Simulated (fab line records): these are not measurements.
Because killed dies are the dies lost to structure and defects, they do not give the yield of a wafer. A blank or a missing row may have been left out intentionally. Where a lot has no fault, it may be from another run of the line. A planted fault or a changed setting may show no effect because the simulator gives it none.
Chamber matching ; flow sky130 ; SKY_VIA3_CMP_02 on cmp-01: 4 sister chambers
The step polishes SiO2. 8 wafers are shown with their chamber, then 12 later ones without.

== WAFERS, EACH WITH ITS CHAMBER ==
wafer;chamber;motor current A (A);platen rpm (rpm)
L085.3;0;11.8;60.05
L085.6;0;12.0;60.00
L089.3;3;13.9;60.03
L090.5;2;12.5;59.95
L090.6;1;9.9;60.04
L091.2;1;10.7;60.03
L091.3;3;13.9;59.96
L091.5;2;11.9;60.05

== WAFERS MISSING THEIR CHAMBER ==
wafer;motor current A (A);platen rpm (rpm)
L092.2;11.7;59.96
L092.3;13.2;60.01
L092.6;12.5;60.06
L093.2;10.6;60.04
L093.5;13.5;59.86
L093.6;12.6;60.06
L094.1;10.7;59.96
L094.4;11.9;59.99
L094.5;10.7;59.98
L095.2;10.9;60.09
L095.4;12.1;59.99
L095.5;12.7;59.99

== WHICH CHAMBER EACH ONE RAN IN ==
wafer;from the rows above;in truth
L092.2;can't be placed: 0 or 2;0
L092.3;can't be placed: 3 or 2 or 0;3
L092.6;can't be placed: 2 or 0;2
L093.2;1;1
L093.5;can't be placed: 3 or 2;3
L093.6;can't be placed: 2 or 0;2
L094.1;can't be placed: 1 or 0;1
L094.4;can't be placed: 0 or 2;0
L094.5;can't be placed: 1 or 0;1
L095.2;can't be placed: 1 or 0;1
L095.4;can't be placed: 2 or 0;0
L095.5;can't be placed: 2 or 0 or 3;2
Placed correctly: 1 of 12. From these rows, 11 cannot be placed; in 11 the true chamber is one of the candidates. Number placed wrongly: 0.
How it was worked out, from the rows above alone: a wafer's distance from a chamber is the root of the sum, over the readings, of the square of ((its reading less the chamber's mean) divided by the reading's scatter). The wafer belongs to the nearest chamber; if the next one is less than 2 further off, it can't be placed. For every chamber, the mean is computed from those of its wafers that are shown. How the scatter is found: for the shown wafers, subtract from each reading the mean of its chamber, square and add these, divide the total by (wafers less chambers), then take the root.
